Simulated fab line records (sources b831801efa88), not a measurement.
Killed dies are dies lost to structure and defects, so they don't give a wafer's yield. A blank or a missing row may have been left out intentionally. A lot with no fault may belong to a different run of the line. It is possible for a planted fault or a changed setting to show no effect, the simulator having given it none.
Lot-split experiment -- flow gf180mcu -- route with 602 steps; 5 lots, 23 wafers read

ABOUT THE SPLIT
At GF_LVPWELL_COAT_02 (resist thk 3000 nm), the setting spin-rpm was moved away from the recipe's 2000 rpm on 8 of the 23 wafers read, by -2.2% to +5.6%. The other wafers ran this setting at the recipe's value.

The reading is taken at the split's own step.

THE READING
coat_of_LVPWELL_COAT_02.thk-nm (the simulator's own value, which no gauge read), in nm, at GF_LVPWELL_COAT_02 (resist thk 3000 nm). The file does not state a usual value for it. Here, 15 wafers ran the recipe; their average is 3004 nm with a standard deviation of 5.7 nm.

wafer,"tool, chamber at the split","spin-rpm as run, rpm",against the recipe,"coat_of_LVPWELL_COAT_02.thk-nm, nm",against lot-mates on the recipe
L080.1,"litho-track-04, 0",1956,-2.2%,3054,+43
L080.3,"litho-track-04, 0",1956,-2.2%,3054,+43
L080.2,"litho-track-04, 0",2000,recipe,3008,-
L080.5,"litho-track-04, 0",1956,-2.2%,3050,+39
L080.6,"litho-track-04, 0",2000,recipe,3014,-
L082.1,"litho-track-02, 0",2111,+5.6%,2918,-82
L082.3,"litho-track-02, 0",2111,+5.6%,2919,-81
L082.4,"litho-track-02, 0",2000,recipe,2997,-
L082.5,"litho-track-02, 0",2000,recipe,3002,-
L082.6,"litho-track-02, 0",2000,recipe,3002,-
L083.2,"litho-track-03, 0",2000,recipe,3011,-
L083.3,"litho-track-03, 0",2000,recipe,3010,-
L083.4,"litho-track-03, 0",2000,recipe,3003,-
L083.5,"litho-track-03, 0",2000,recipe,3008,-
L083.6,"litho-track-03, 0",2000,recipe,3013,-
L084.3,"litho-track-03, 0",2000,recipe,2999,-
L084.4,"litho-track-03, 0",2000,recipe,2998,-
L084.6,"litho-track-03, 0",2000,recipe,2998,-
L085.2,"litho-track-02, 0",2000,recipe,3002,-
L085.3,"litho-track-02, 0",2000,recipe,2998,-
L085.4,"litho-track-02, 0",2091,+4.6%,2938,-62
L085.6,"litho-track-02, 0",2091,+4.6%,2938,-62
L085.5,"litho-track-02, 0",2091,+4.6%,2932,-68

THE FIT
A straight line over all 23 wafers: coat_of_LVPWELL_COAT_02.thk-nm changes by -16.3 nm for each +1% of spin-rpm; r = -0.99; the points scatter about the line by 6.8 nm.
The same after taking each lot's own level away (the mean of its wafers on the recipe; 23 wafers): -15.1 nm for each +1%; r = -0.99; scatter 4 nm.
The reading moves by 84 nm for the largest change in spin-rpm, on that fit.
The lots' own levels span 2998.3 to 3011.0 nm, that is 2.2 times the standard deviation above.
So the lot-to-lot level changes the slope little: the two slopes agree.
Check: for one of the wafers moved furthest among these (+5.6%), held out of the fit, the line's prediction against its lot-mates is -82 nm. Against them it came out at -82.3 nm.

FURTHER SPLITS ON THESE WAFERS
Note: prior to the reading, these wafers also went through further splits. Each is held against what the fit with the lots' levels taken away leaves over:
other split on the same wafers,wafers away from the commonest value,r with coat_of_LVPWELL_COAT_02.thk-nm (lot level and that fit taken away)
GF_STI_CVD_23 sih4-flow-sccm,10,-0.31
GF_STI_WET_ETCH_28 temp-c,18,-0.27

THE WHOLE CHAIN: every reading that the file lists as answering this split, in the file's order
step,what it does,reading,change (the file's fit),r (the file's)
GF_LVPWELL_COAT_02,resist thk 3000 nm,"coat_of_LVPWELL_COAT_02.thk-nm (the simulator's own value, which no gauge read)",-14.9 nm for each +1% of the setting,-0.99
GF_LVPWELL_STRIP_10,strips in O2/N2,strip-time-to-endpoint-s,withheld for each +1% of the setting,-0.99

FILE'S OWN FIT
coat_of_LVPWELL_COAT_02.thk-nm changes by -14.9 nm for each +1% of spin-rpm, r = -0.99.
